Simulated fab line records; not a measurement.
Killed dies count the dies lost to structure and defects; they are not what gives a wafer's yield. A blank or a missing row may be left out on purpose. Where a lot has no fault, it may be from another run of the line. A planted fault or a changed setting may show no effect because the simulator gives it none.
fab line records ; flow gf180mcu
record: lots: 24; wafers: 72; lastDay: 34
route steps=602 shown STI@5 HV_LDD@196 CONTACT@292 V3@443 PASSIVATION@587
lots untouched by any fault: they come from a run of this same line in which no faults occurred
startH: hours from the record's first day to the start of the lot's first wafer shown ; waitH: hours elapsed since this lot's preceding step ; " repeats the value in the row above ; L1.1+2: one row covering several wafers at once ; - no value present, or no start provided ; * or withheld: withheld ; < > ~ a bound
route shown NAME@n: NAME is a module with steps in the file, n the number in the route of the first one ; usual: mean/standard deviation taken from wafers without a fault ; same: alike in all rows ; chamber/n: place in a boat ; sites: each site's reading ; _std_site: their standard deviation ; _edge_site: outer sites' mean less inner sites' ; radiusMm: how far each site lies from the wafer's centre ; mask NAME#n: copy n ; behind: the most recent tool/chamber to have shaped the wafer ; hold: why the lot went on hold/how many hours it stayed there/how the hold came to an end ; device: names the non-switching transistor (n, p or np) ; end of line: tests run on the same wafers once the route is complete ; step lacking rows: just its recipe ; killed: count of dies lost to structure and defects at first sort (not the wafer's yield) ; map: shows each die of a wafer: x if killed, . if not, _ if none is there
set.NAME: setting as actually run; set.NAME@STEP: the setting as run at that earlier step ; model.NAME: the simulator's own value behind a step, which no gauge read
the route's steps for a sample of lots (tables are steps, rows are wafers)
services: from which hour (startH, from the record's first day; less than 0 if before it) a tool's chamber was out of use, for how many hours, and why
== steps ==
step: GF_STI_THK_MEAS_04
recipe: reads: Si3N4_of_STI_CVD_03
usual: STI_CVD_03_THK: 207.5/2.1
lot.wafer;tool;chamber;startH;waitH;STI_CVD_03_THK[nm]
L074.1;filmMetro-03;-;13.56;0.0;204.8
L074.3;filmMetro-03;-;13.56;0.0;205.0
L074.6;filmMetro-03;-;13.56;0.0;204.7
L075.3;filmMetro-02;-;19.95;0.0;208.2
L075.4;filmMetro-02;-;19.95;0.0;208.2
L075.6;filmMetro-02;-;19.95;0.0;208.1
L076.1;filmMetro-03;-;23.56;0.0;206.2
L076.3;filmMetro-03;-;23.56;0.0;207.7
L076.5;filmMetro-03;-;23.56;0.0;205.3
L077.2;filmMetro-02;-;28.57;0.0;206.5
L077.3;filmMetro-02;-;28.57;0.0;206.3
L077.4;filmMetro-02;-;28.57;0.0;205.1
L078.3;filmMetro-01;-;33.68;0.0;206.8
L078.4;filmMetro-01;-;33.68;0.0;209.8
L078.6;filmMetro-01;-;33.68;0.0;209.0
L079.2;filmMetro-01;-;39.56;0.0;203.8
L079.5;filmMetro-01;-;39.56;0.0;205.3
L079.6;filmMetro-01;-;39.56;0.0;204.7
L080.1;filmMetro-01;-;44.56;0.0;207.5
L080.3;filmMetro-01;-;44.56;0.0;206.9
L080.5;filmMetro-01;-;44.56;0.0;208.1
L081.1;filmMetro-02;-;48.90;0.0;210.0
L081.5;filmMetro-02;-;48.90;0.0;210.0
L081.6;filmMetro-02;-;48.90;0.0;208.5
L082.4;filmMetro-01;-;53.71;0.0;211.0
L082.5;filmMetro-01;-;53.71;0.0;210.2
L082.6;filmMetro-01;-;53.71;0.0;213.1
L083.1;filmMetro-03;-;58.78;0.0;211.6
L083.2;filmMetro-03;-;58.78;0.0;210.3
L083.5;filmMetro-03;-;58.78;0.0;211.4
L084.2;filmMetro-01;-;63.57;0.0;207.8
L084.3;filmMetro-01;-;63.57;0.0;209.5
L084.4;filmMetro-01;-;63.57;0.0;206.7
L085.2;filmMetro-02;-;68.57;0.0;208.1
L085.3;filmMetro-02;-;68.57;0.0;208.0
L085.6;filmMetro-02;-;68.57;0.0;206.2
L086.1;filmMetro-01;-;74.48;0.0;207.1
L086.3;filmMetro-01;-;74.48;0.0;209.0
L086.6;filmMetro-01;-;74.48;0.0;207.7
L087.1;filmMetro-02;-;78.56;0.0;208.0
L087.3;filmMetro-02;-;78.56;0.0;206.4
L087.4;filmMetro-02;-;78.56;0.0;206.2
L088.1;filmMetro-03;-;83.91;0.0;206.8
L088.2;filmMetro-03;-;83.91;0.0;206.8
L088.6;filmMetro-03;-;83.91;0.0;207.7
L089.3;filmMetro-02;-;88.78;0.0;206.4
L089.4;filmMetro-02;-;88.78;0.0;206.2
L089.6;filmMetro-02;-;88.78;0.0;206.9
L090.3;filmMetro-02;-;93.58;0.0;211.2
L090.5;filmMetro-02;-;93.58;0.0;209.7
L090.6;filmMetro-02;-;93.58;0.0;210.1
L091.1;filmMetro-01;-;98.56;0.0;200.8
L091.3;filmMetro-01;-;98.56;0.0;203.3
L091.4;filmMetro-01;-;98.56;0.0;201.1
L092.2;filmMetro-02;-;104.54;0.0;207.6
L092.4;filmMetro-02;-;104.54;0.0;207.5
L092.6;filmMetro-02;-;104.54;0.0;208.5
L093.3;filmMetro-02;-;110.56;0.0;208.2
L093.5;filmMetro-02;-;110.56;0.0;207.9
L093.6;filmMetro-02;-;110.56;0.0;208.2
L094.1;filmMetro-02;-;113.56;0.0;207.1
L094.4;filmMetro-02;-;113.56;0.0;207.3
L094.6;filmMetro-02;-;113.56;0.0;207.3
L095.3;filmMetro-01;-;118.58;0.0;209.1
L095.4;filmMetro-01;-;118.58;0.0;208.2
L095.6;filmMetro-01;-;118.58;0.0;208.7
L096.1;filmMetro-01;-;124.34;0.0;206.8
L096.5;filmMetro-01;-;124.34;0.0;206.6
L096.6;filmMetro-01;-;124.34;0.0;205.0
L097.2;filmMetro-03;-;128.57;0.0;208.7
L097.3;filmMetro-03;-;128.57;0.0;209.2
L097.4;filmMetro-03;-;128.57;0.0;209.6
step: GF_STI_ETCH_14
recipe: target: Si; chemistry: HBr/Cl2/O2; targetDepthNm: 360; icpW: 600; biasW: 150; pressureMtorr: 15; HBr_flow_sccm: 150; Cl2_flow_sccm: 40; O2_flow_sccm: 6; timeS: 102.9
usual: O2_flow_sccm: 5.999/0.02; drypumpMotorCurrentA: 5.6/0.43; heBacksideLeakSccm: 2.6/0.31; oesProductAu: 0.999/0.0071; throttleValvePct: 25.658/0.0096
lot.wafer;tool;chamber;startH;waitH;O2_flow_sccm;drypumpMotorCurrentA;heBacksideLeakSccm;oesProductAu;rfHoursCounterH;throttleValvePct
L074.1;rieSi-02;0;24.87;0.0;6.010;6.1;2.6;1.001;1;25.652
L074.3;rieSi-02;3;24.87;0.0;5.992;5.3;2.5;0.998;29;25.659
L074.6;rieSi-02;0;24.87;0.0;6.012;6.1;2.6;1.002;-;25.662
L075.3;rieSi-02;3;32.35;0.0;6.003;5.3;2.6;1.011;29;25.644
L075.4;rieSi-02;1;32.35;0.0;5.986;4.9;2.5;1.002;2;25.666
L075.6;rieSi-02;2;32.35;0.0;6.013;5.8;2.5;0.994;-;25.654
L076.1;rieSi-01;0;35.85;0.0;5.986;6.0;3.0;0.985;101;25.675
L076.3;rieSi-01;2;35.85;0.0;6.020;5.5;2.7;0.992;64;25.653
L076.5;rieSi-01;2;35.85;0.0;6.006;5.5;2.7;0.993;-;25.657
L077.2;rieSi-02;2;40.67;0.0;5.973;5.8;2.4;0.995;36;25.658
L077.3;rieSi-02;3;40.67;0.0;6.019;5.3;2.5;0.996;29;25.660
L077.4;rieSi-02;0;40.67;0.0;6.026;6.1;2.5;1.000;2;25.671
L078.3;rieSi-02;1;46.71;0.0;6.010;4.9;2.7;0.991;2;25.666
L078.4;rieSi-02;2;46.71;0.0;5.981;5.8;2.3;1.001;37;25.656
L078.6;rieSi-02;1;46.71;0.0;6.015;4.9;2.6;0.994;-;25.639
L079.2;rieSi-02;2;52.26;0.0;5.983;5.8;2.5;0.996;37;25.654
L079.5;rieSi-02;3;52.26;0.0;5.976;5.4;2.5;0.991;-;25.664
L079.6;rieSi-02;2;52.26;0.0;5.998;5.8;2.5;0.999;-;25.654
L080.1;rieSi-01;1;57.72;0.0;5.981;5.3;3.3;1.001;90;25.665
L080.3;rieSi-01;3;57.72;0.0;6.014;6.2;2.4;0.995;41;25.648
L080.5;rieSi-01;2;57.72;0.0;5.950;5.5;2.6;1.005;-;25.660
L081.1;rieSi-02;3;61.60;0.0;5.982;5.3;2.5;1.005;29;25.660
L081.5;rieSi-02;0;61.60;0.0;6.000;6.1;2.5;1.000;-;25.657
L081.6;rieSi-02;1;61.60;0.0;5.993;4.9;2.4;1.003;-;25.647
L082.4;rieSi-02;2;66.96;0.0;6.013;5.8;2.2;1.001;37;25.664
L082.5;rieSi-02;0;66.96;0.0;5.984;6.1;2.4;0.995;-;25.663
L082.6;rieSi-02;1;66.96;0.0;5.976;4.9;2.4;0.989;-;25.647
L083.1;rieSi-02;0;71.76;0.1;5.983;6.1;2.3;1.001;2;25.653
L083.2;rieSi-02;3;71.76;0.1;5.982;5.3;2.5;1.016;29;25.656
L083.5;rieSi-02;2;71.76;0.1;5.977;5.9;2.4;1.005;-;25.647
L084.2;rieSi-02;2;77.16;0.0;6.024;5.8;2.5;1.007;37;25.651
L084.3;rieSi-02;3;77.16;0.0;5.993;5.3;2.6;0.997;29;25.648
L084.4;rieSi-02;1;77.16;0.0;5.995;4.9;2.5;0.998;3;25.665
L085.2;rieSi-02;3;82.23;0.0;6.008;5.3;2.7;1.002;29;25.650
L085.3;rieSi-02;0;82.23;0.0;5.956;6.1;2.4;1.001;2;25.664
L085.6;rieSi-02;1;82.23;0.0;6.016;4.9;2.8;0.996;-;25.656
L086.1;rieSi-01;2;88.10;0.0;6.006;5.5;2.7;0.979;65;25.663
L086.3;rieSi-01;1;88.10;0.0;5.994;5.3;3.3;1.015;90;25.665
L086.6;rieSi-01;1;88.10;0.0;6.000;5.3;3.3;1.001;-;25.652
L087.1;rieSi-01;3;92.60;0.0;6.020;6.2;2.3;0.999;41;25.656
L087.3;rieSi-01;2;92.60;0.0;6.012;5.5;2.7;0.990;65;25.674
L087.4;rieSi-01;0;92.60;0.0;5.981;5.9;3.1;0.997;102;25.645
L088.1;rieSi-01;0;97.56;0.0;5.976;5.9;2.6;0.992;102;25.673
L088.2;rieSi-01;1;97.56;0.0;6.001;5.3;3.1;1.009;90;25.643
L088.6;rieSi-01;0;97.56;0.0;5.989;5.9;2.5;1.000;-;25.650
L089.3;rieSi-02;3;102.69;0.0;6.004;5.3;2.6;1.001;29;25.656
L089.4;rieSi-02;2;102.69;0.0;5.986;5.8;2.3;0.999;37;25.653
L089.6;rieSi-02;1;102.69;0.0;6.008;4.9;2.4;0.984;-;25.661
L090.3;rieSi-01;1;107.77;0.0;6.022;5.3;3.2;1.008;90;25.651
L090.5;rieSi-01;0;107.77;0.0;6.024;5.9;3.2;1.001;-;25.651
L090.6;rieSi-01;1;107.77;0.0;6.018;5.3;3.2;1.007;-;25.626
L091.1;rieSi-02;0;113.16;0.0;5.965;6.1;2.3;0.991;2;25.643
L091.3;rieSi-02;2;113.16;0.0;6.039;5.8;2.5;1.009;37;25.656
L091.4;rieSi-02;1;113.16;0.0;5.982;4.9;2.5;1.001;3;25.651
L092.2;rieSi-01;0;119.22;0.0;6.010;5.9;2.7;1.000;102;25.670
L092.4;rieSi-01;1;119.22;0.0;6.002;5.3;3.6;0.999;90;25.660
L092.6;rieSi-01;3;119.22;0.0;6.012;6.2;2.4;1.006;-;25.670
L093.3;rieSi-01;2;124.21;0.0;6.022;5.5;2.7;1.001;65;25.664
L093.5;rieSi-01;2;124.21;0.0;6.026;5.5;2.7;1.005;-;25.671
L093.6;rieSi-01;3;124.21;0.0;5.973;6.2;2.4;0.990;-;25.679
L094.1;rieSi-02;0;128.31;0.0;6.024;6.1;2.5;1.006;2;25.648
L094.4;rieSi-02;2;128.31;0.0;5.996;5.8;2.3;1.009;38;25.658
L094.6;rieSi-02;0;128.31;0.0;6.000;6.1;2.6;0.990;-;25.664
L095.3;rieSi-01;3;133.51;0.0;5.970;6.2;2.6;1.008;41;25.657
L095.4;rieSi-01;1;133.51;0.0;5.974;5.3;3.5;1.014;91;25.659
L095.6;rieSi-01;1;133.51;0.0;5.978;5.3;3.3;1.009;-;25.663
L096.1;rieSi-02;3;139.36;0.0;6.021;5.3;2.4;0.998;30;25.654
L096.5;rieSi-02;0;139.36;0.0;6.002;6.1;2.3;0.989;-;25.655
L096.6;rieSi-02;1;139.36;0.0;5.994;4.9;2.5;0.999;-;25.662
L097.2;rieSi-01;3;143.67;0.0;5.990;6.2;2.2;0.994;42;25.659
L097.3;rieSi-01;0;143.67;0.0;6.009;5.9;3.2;0.996;102;25.664
L097.4;rieSi-01;1;143.67;0.0;5.984;5.3;3.2;1.001;91;25.661
step: GF_HV_LDD_OVL_MEAS_20
usual: HV_LDD_01_OVL: 0.1/1.3
lot.wafer;tool;chamber;startH;waitH;HV_LDD_01_OVL[nm]
L074.1;overlay-01;-;236.04;0.1;0.3
L074.3;overlay-01;-;236.04;0.1;-0.3
L074.6;overlay-01;-;236.04;0.1;0.1
L075.3;overlay-02;-;245.88;0.1;-2.3
L075.4;overlay-02;-;245.88;0.1;-1.4
L075.6;overlay-02;-;245.88;0.1;-1.7
L076.1;overlay-01;-;248.52;0.1;-1.0
L076.3;overlay-01;-;248.52;0.1;1.3
L076.5;overlay-01;-;248.52;0.1;0.2
L077.2;overlay-02;-;254.78;0.1;-1.0
L077.3;overlay-02;-;254.78;0.1;-0.9
L077.4;overlay-02;-;254.78;0.1;-0.7
L078.3;overlay-01;-;263.20;0.1;2.8
L078.4;overlay-01;-;263.20;0.1;1.9
L078.6;overlay-01;-;263.20;0.1;2.0
L079.2;overlay-01;-;273.02;0.1;0.2
L079.5;overlay-01;-;273.02;0.1;1.9
L079.6;overlay-01;-;273.02;0.1;1.3
L080.1;overlay-01;-;281.89;0.1;1.0
L080.3;overlay-01;-;281.89;0.1;0.2
L080.5;overlay-01;-;281.89;0.1;-0.1
L081.1;overlay-02;-;288.82;0.1;1.3
L081.5;overlay-02;-;288.82;0.1;0.4
L081.6;overlay-02;-;288.82;0.1;1.4
L082.4;overlay-01;-;295.41;0.1;-0.5
L082.5;overlay-01;-;295.41;0.1;-1.2
L082.6;overlay-01;-;295.41;0.1;-0.1
L083.1;overlay-02;-;302.67;0.1;-1.4
L083.2;overlay-02;-;302.67;0.1;-1.1
L083.5;overlay-02;-;302.67;0.1;-1.2
L084.2;overlay-02;-;314.10;0.1;0.2
L084.3;overlay-02;-;314.10;0.1;-1.2
L084.4;overlay-02;-;314.10;0.1;0.3
L085.2;overlay-01;-;315.65;0.1;-1.7
L085.3;overlay-01;-;315.65;0.1;-1.0
L085.6;overlay-01;-;315.65;0.1;-1.9
L086.1;overlay-02;-;328.89;0.1;-0.7
L086.3;overlay-02;-;328.89;0.1;-2.5
L086.6;overlay-02;-;328.89;0.1;0.1
L087.1;overlay-02;-;331.72;0.1;0.6
L087.3;overlay-02;-;331.72;0.1;-0.2
L087.4;overlay-02;-;331.72;0.1;1.1
L088.1;overlay-02;-;344.72;0.1;0.0
L088.2;overlay-02;-;344.72;0.1;0.3
L088.6;overlay-02;-;344.72;0.1;0.4
L089.3;overlay-02;-;348.43;0.1;-0.5
L089.4;overlay-02;-;348.43;0.1;0.3
L089.6;overlay-02;-;348.43;0.1;0.7
L090.3;overlay-01;-;357.83;0.1;0.3
L090.5;overlay-01;-;357.83;0.1;0.8
L090.6;overlay-01;-;357.83;0.1;-0.5
L091.1;overlay-02;-;362.62;0.1;0.9
L091.3;overlay-02;-;362.62;0.1;0.3
L091.4;overlay-02;-;362.62;0.1;1.0
L092.2;overlay-01;-;374.27;0.1;0.9
L092.4;overlay-01;-;374.27;0.1;-0.7
L092.6;overlay-01;-;374.27;0.1;-0.5
L093.3;overlay-01;-;378.45;0.1;-2.9
L093.5;overlay-01;-;378.45;0.1;-1.8
L093.6;overlay-01;-;378.45;0.1;-2.1
L094.1;overlay-02;-;386.57;0.1;-2.8
L094.4;overlay-02;-;386.57;0.1;-2.5
L094.6;overlay-02;-;386.57;0.1;-2.4
L095.3;overlay-02;-;393.36;0.1;1.2
L095.4;overlay-02;-;393.36;0.1;1.4
L095.6;overlay-02;-;393.36;0.1;2.8
L096.1;overlay-02;-;400.66;0.1;0.6
L096.5;overlay-02;-;400.66;0.1;1.1
L096.6;overlay-02;-;400.66;0.1;1.1
L097.2;overlay-02;-;407.52;0.1;1.6
L097.3;overlay-02;-;407.52;0.1;1.3
L097.4;overlay-02;-;407.52;0.1;2.4
step: GF_CONTACT_BOW_MEAS_05
recipe: mode: bow
usual: CONTACT_BOW: 65/6.5
lot.wafer;tool;chamber;startH;waitH;CONTACT_BOW[um]
L074.1;filmMetro-03;-;340.35;0.1;73
L074.3;filmMetro-03;-;340.35;0.1;68
L074.6;filmMetro-03;-;340.35;0.1;65
L075.3;filmMetro-02;-;354.94;0.3;74
L075.4;filmMetro-02;-;354.94;0.3;63
L075.6;filmMetro-02;-;354.94;0.3;83
L076.1;filmMetro-04;-;357.36;0.1;63
L076.3;filmMetro-04;-;357.36;0.1;70
L076.5;filmMetro-04;-;357.36;0.1;72
L077.2;filmMetro-03;-;365.06;0.1;59
L077.3;filmMetro-03;-;365.06;0.1;51
L077.4;filmMetro-03;-;365.06;0.1;67
L078.3;filmMetro-04;-;373.22;0.2;66
L078.4;filmMetro-04;-;373.22;0.2;60
L078.6;filmMetro-04;-;373.22;0.2;60
L079.2;filmMetro-02;-;386.28;0.2;56
L079.5;filmMetro-02;-;386.28;0.2;56
L079.6;filmMetro-02;-;386.28;0.2;67
L080.1;filmMetro-02;-;395.14;0.1;69
L080.3;filmMetro-02;-;395.14;0.1;50
L080.5;filmMetro-02;-;395.14;0.1;63
L081.1;filmMetro-04;-;403.55;0.1;65
L081.5;filmMetro-04;-;403.55;0.1;64
L081.6;filmMetro-04;-;403.55;0.1;64
L082.4;filmMetro-04;-;412.22;0.2;76
L082.5;filmMetro-04;-;412.22;0.2;71
L082.6;filmMetro-04;-;412.22;0.2;64
L083.1;filmMetro-04;-;419.43;0.2;53
L083.2;filmMetro-04;-;419.43;0.2;64
L083.5;filmMetro-04;-;419.43;0.2;59
L084.2;filmMetro-02;-;434.66;0.1;67
L084.3;filmMetro-02;-;434.66;0.1;67
L084.4;filmMetro-02;-;434.66;0.1;67
L085.2;filmMetro-03;-;435.42;0.3;74
L085.3;filmMetro-03;-;435.42;0.3;64
L085.6;filmMetro-03;-;435.42;0.3;60
L086.1;filmMetro-03;-;450.94;0.1;65
L086.3;filmMetro-03;-;450.94;0.1;66
L086.6;filmMetro-03;-;450.94;0.1;64
L087.1;filmMetro-04;-;453.67;0.1;69
L087.3;filmMetro-04;-;453.67;0.1;66
L087.4;filmMetro-04;-;453.67;0.1;61
L088.1;filmMetro-03;-;467.39;0.2;68
L088.2;filmMetro-03;-;467.39;0.2;77
L088.6;filmMetro-03;-;467.39;0.2;61
L089.3;filmMetro-03;-;472.28;0.3;69
L089.4;filmMetro-03;-;472.28;0.3;66
L089.6;filmMetro-03;-;472.28;0.3;61
L090.3;filmMetro-02;-;481.38;0.1;63
L090.5;filmMetro-02;-;481.38;0.1;56
L090.6;filmMetro-02;-;481.38;0.1;71
L091.1;filmMetro-03;-;487.48;0.1;65
L091.3;filmMetro-03;-;487.48;0.1;65
L091.4;filmMetro-03;-;487.48;0.1;60
L092.2;filmMetro-03;-;499.97;0.1;76
L092.4;filmMetro-03;-;499.97;0.1;64
L092.6;filmMetro-03;-;499.97;0.1;61
L093.3;filmMetro-04;-;505.06;0.1;62
L093.5;filmMetro-04;-;505.06;0.1;58
L093.6;filmMetro-04;-;505.06;0.1;65
L094.1;filmMetro-02;-;514.00;0.1;56
L094.4;filmMetro-02;-;514.00;0.1;57
L094.6;filmMetro-02;-;514.00;0.1;65
L095.3;filmMetro-04;-;519.54;0.1;61
L095.4;filmMetro-04;-;519.54;0.1;62
L095.6;filmMetro-04;-;519.54;0.1;68
L096.1;filmMetro-04;-;528.20;0.1;73
L096.5;filmMetro-04;-;528.20;0.1;67
L096.6;filmMetro-04;-;528.20;0.1;77
L097.2;filmMetro-02;-;533.41;0.3;65
L097.3;filmMetro-02;-;533.41;0.3;56
L097.4;filmMetro-02;-;533.41;0.3;58
step: GF_V3_CD_MEAS_14
recipe: targetCdNm: 260
usual: cdNm: 260.1/1.1
lot.wafer;tool;chamber;startH;waitH;cdNm
L074.1;cdSem-01;-;514.82;0.1;261.2
L074.3;cdSem-01;-;514.82;0.1;260.9
L074.6;cdSem-01;-;514.82;0.1;260.8
L075.3;cdSem-01;-;529.41;0.1;258.4
L075.4;cdSem-01;-;529.41;0.1;260.0
L075.6;cdSem-01;-;529.41;0.1;259.0
L076.1;cdSem-02;-;534.00;0.1;258.8
L076.3;cdSem-02;-;534.00;0.1;258.7
L076.5;cdSem-02;-;534.00;0.1;259.2
L077.2;cdSem-02;-;540.22;0.1;258.0
L077.3;cdSem-02;-;540.22;0.1;258.4
L077.4;cdSem-02;-;540.22;0.1;259.8
L078.3;cdSem-02;-;548.49;0.1;259.6
L078.4;cdSem-02;-;548.49;0.1;261.1
L078.6;cdSem-02;-;548.49;0.1;259.7
L079.2;cdSem-02;-;562.32;0.1;261.6
L079.5;cdSem-02;-;562.32;0.1;261.5
L079.6;cdSem-02;-;562.32;0.1;261.3
L080.1;cdSem-01;-;569.31;0.1;257.9
L080.3;cdSem-01;-;569.31;0.1;258.9
L080.5;cdSem-01;-;569.31;0.1;258.4
L081.1;cdSem-01;-;578.60;0.1;259.7
L081.5;cdSem-01;-;578.60;0.1;259.8
L081.6;cdSem-01;-;578.60;0.1;260.9
L082.4;cdSem-02;-;585.66;0.1;258.7
L082.5;cdSem-02;-;585.66;0.1;259.1
L082.6;cdSem-02;-;585.66;0.1;258.6
L083.1;cdSem-02;-;592.60;0.1;262.3
L083.2;cdSem-02;-;592.60;0.1;261.0
L083.5;cdSem-02;-;592.60;0.1;262.4
L084.2;cdSem-01;-;606.17;0.1;258.0
L084.3;cdSem-01;-;606.17;0.1;259.0
L084.4;cdSem-01;-;606.17;0.1;259.2
L085.2;cdSem-02;-;607.27;0.1;259.1
L085.3;cdSem-02;-;607.27;0.1;260.3
L085.6;cdSem-02;-;607.27;0.1;260.1
L086.1;cdSem-02;-;617.55;0.1;261.7
L086.3;cdSem-02;-;617.55;0.1;261.0
L086.6;cdSem-02;-;617.55;0.1;261.5
L087.1;cdSem-01;-;620.31;0.1;260.1
L087.3;cdSem-01;-;620.31;0.1;260.3
L087.4;cdSem-01;-;620.31;0.1;260.5
L088.1;cdSem-01;-;634.40;0.1;258.6
L088.2;cdSem-01;-;634.40;0.1;259.7
L088.6;cdSem-01;-;634.40;0.1;259.1
L089.3;cdSem-02;-;638.89;0.1;261.0
L089.4;cdSem-02;-;638.89;0.1;260.3
L089.6;cdSem-02;-;638.89;0.1;259.6
L090.3;cdSem-01;-;645.18;0.1;258.9
L090.5;cdSem-01;-;645.18;0.1;260.1
L090.6;cdSem-01;-;645.18;0.1;259.1
L091.1;cdSem-01;-;650.64;0.1;260.5
L091.3;cdSem-01;-;650.64;0.1;260.5
L091.4;cdSem-01;-;650.64;0.1;260.9
L092.2;cdSem-01;-;660.47;0.1;260.3
L092.4;cdSem-01;-;660.47;0.1;261.7
L092.6;cdSem-01;-;660.47;0.1;260.7
L093.3;cdSem-02;-;664.68;0.1;258.6
L093.5;cdSem-02;-;664.68;0.1;261.0
L093.6;cdSem-02;-;664.68;0.1;258.8
L094.1;cdSem-01;-;671.10;0.1;260.6
L094.4;cdSem-01;-;671.10;0.1;261.3
L094.6;cdSem-01;-;671.10;0.1;261.1
L095.3;cdSem-01;-;676.70;0.1;260.0
L095.4;cdSem-01;-;676.70;0.1;259.0
L095.6;cdSem-01;-;676.70;0.1;259.0
L096.1;cdSem-01;-;682.26;0.1;262.0
L096.5;cdSem-01;-;682.26;0.1;261.4
L096.6;cdSem-01;-;682.26;0.1;260.2
L097.2;cdSem-01;-;688.33;0.1;258.7
L097.3;cdSem-01;-;688.33;0.1;260.1
L097.4;cdSem-01;-;688.33;0.1;260.0
step: GF_PASSIVATION_CVD_00
recipe: material: SiO2; targetThkNm: 1000; precursor: TEOS; tempC: 400; timeS: 111.95; rfW: 600
usual: heaterPowerW: 648/97
lot.wafer;tool;chamber;startH;waitH;heaterPowerW
L074.1;pecvd-01;0;654.30;0.0;669
L074.3;pecvd-01;2;654.30;0.0;801
L074.6;pecvd-01;2;654.30;0.0;845
L075.3;pecvd-04;0;666.57;0.0;609
L075.4;pecvd-04;1;666.57;0.0;597
L075.6;pecvd-04;0;666.57;0.0;483
L076.1;pecvd-03;1;671.02;0.0;591
L076.3;pecvd-03;1;671.02;0.0;462
L076.5;pecvd-03;2;671.02;0.0;535
L077.2;pecvd-03;2;675.06;0.0;605
L077.3;pecvd-03;2;675.06;0.0;668
L077.4;pecvd-03;1;675.06;0.0;466
L078.3;pecvd-04;0;680.01;0.0;558
L078.4;pecvd-04;0;680.01;0.0;599
L078.6;pecvd-04;2;680.01;0.0;655
L079.2;pecvd-04;1;694.19;0.0;560
L079.5;pecvd-04;2;694.19;0.0;787
L079.6;pecvd-04;0;694.19;0.0;633
L080.1;pecvd-03;1;698.29;0.0;604
L080.3;pecvd-03;0;698.29;0.0;606
L080.5;pecvd-03;0;698.29;0.0;683
L081.1;pecvd-03;2;708.93;0.0;678
L081.5;pecvd-03;1;708.93;0.0;591
L081.6;pecvd-03;2;708.93;0.0;533
L082.4;pecvd-03;0;712.93;0.0;618
L082.5;pecvd-03;1;712.93;0.0;574
L082.6;pecvd-03;2;712.93;0.0;642
L083.1;pecvd-03;2;718.41;0.0;678
L083.2;pecvd-03;0;718.41;0.0;638
L083.5;pecvd-03;1;718.41;0.0;480
L084.2;pecvd-01;2;729.65;0.0;867
L084.3;pecvd-01;0;729.65;0.0;778
L084.4;pecvd-01;1;729.65;0.0;619
L085.2;pecvd-04;1;732.23;0.0;566
L085.3;pecvd-04;0;732.23;0.0;617
L085.6;pecvd-04;2;732.23;0.0;807
L086.1;pecvd-01;0;740.31;0.0;757
L086.3;pecvd-01;2;740.31;0.0;780
L086.6;pecvd-01;2;740.31;0.0;829
L087.1;pecvd-01;2;742.74;0.0;738
L087.3;pecvd-01;1;742.74;0.0;686
L087.4;pecvd-01;0;742.74;0.0;639
L088.1;pecvd-04;2;753.93;0.0;686
L088.2;pecvd-04;0;753.93;0.0;521
L088.6;pecvd-04;1;753.93;0.0;581
L089.3;pecvd-04;1;758.09;0.0;642
L089.4;pecvd-04;2;758.09;0.0;801
L089.6;pecvd-04;0;758.09;0.0;600
L090.3;pecvd-01;0;766.24;0.0;747
L090.5;pecvd-01;2;766.24;0.0;768
L090.6;pecvd-01;1;766.24;0.0;684
L091.1;pecvd-01;0;768.96;0.0;759
L091.3;pecvd-01;1;768.96;0.0;602
L091.4;pecvd-01;1;768.96;0.0;660
L092.2;pecvd-03;1;774.51;0.0;481
L092.4;pecvd-03;1;774.51;0.0;538
L092.6;pecvd-03;2;774.51;0.0;674
L093.3;pecvd-04;2;781.56;0.0;716
L093.5;pecvd-04;2;781.56;0.0;793
L093.6;pecvd-04;0;781.56;0.0;568
L094.1;pecvd-04;1;786.68;0.0;627
L094.4;pecvd-04;2;786.68;0.0;711
L094.6;pecvd-04;0;786.68;0.0;612
L095.3;pecvd-04;0;788.42;0.0;506
L095.4;pecvd-04;2;788.42;0.0;730
L095.6;pecvd-04;0;788.42;0.0;575
L096.1;pecvd-01;1;791.66;0.0;638
L096.5;pecvd-01;1;791.66;0.0;683
L096.6;pecvd-01;2;791.66;0.0;689
L097.2;pecvd-01;1;798.07;0.0;639
L097.3;pecvd-01;0;798.07;0.0;688
L097.4;pecvd-01;1;798.07;0.0;693
== services ==
tool;chamber;startH;hours;kind
rieSi-02;2;14.44;7.1;repair
pecvd-04;-;26.50;2.8;repair
pecvd-01;2;33.90;13.7;repair
rieSi-02;-;45.12;0.1;repair
pecvd-04;1;82.73;4.6;repair
rieSi-02;-;113.75;1.1;repair
rieSi-01;1;124.17;2.7;repair
rieSi-02;-;162.10;28.1;pm
rieSi-02;-;194.01;2.8;pm
pecvd-04;-;227.81;0.9;repair
pecvd-04;1;357.28;5.9;repair
pecvd-04;-;379.62;2.8;pm
rieSi-01;3;383.43;3.8;repair
rieSi-02;-;412.94;0.2;repair
pecvd-04;-;448.14;1.4;repair
rieSi-02;-;449.74;0.3;repair
pecvd-04;-;552.50;14.6;pm
rieSi-01;2;579.15;2.1;repair
rieSi-01;2;593.20;15.8;repair
rieSi-02;-;612.86;0.3;repair
rieSi-02;1;649.94;3.8;repair
rieSi-01;-;673.72;28.1;pm
rieSi-02;-;705.69;0.2;repair
rieSi-01;-;728.19;2.8;pm
== key ==
fault none
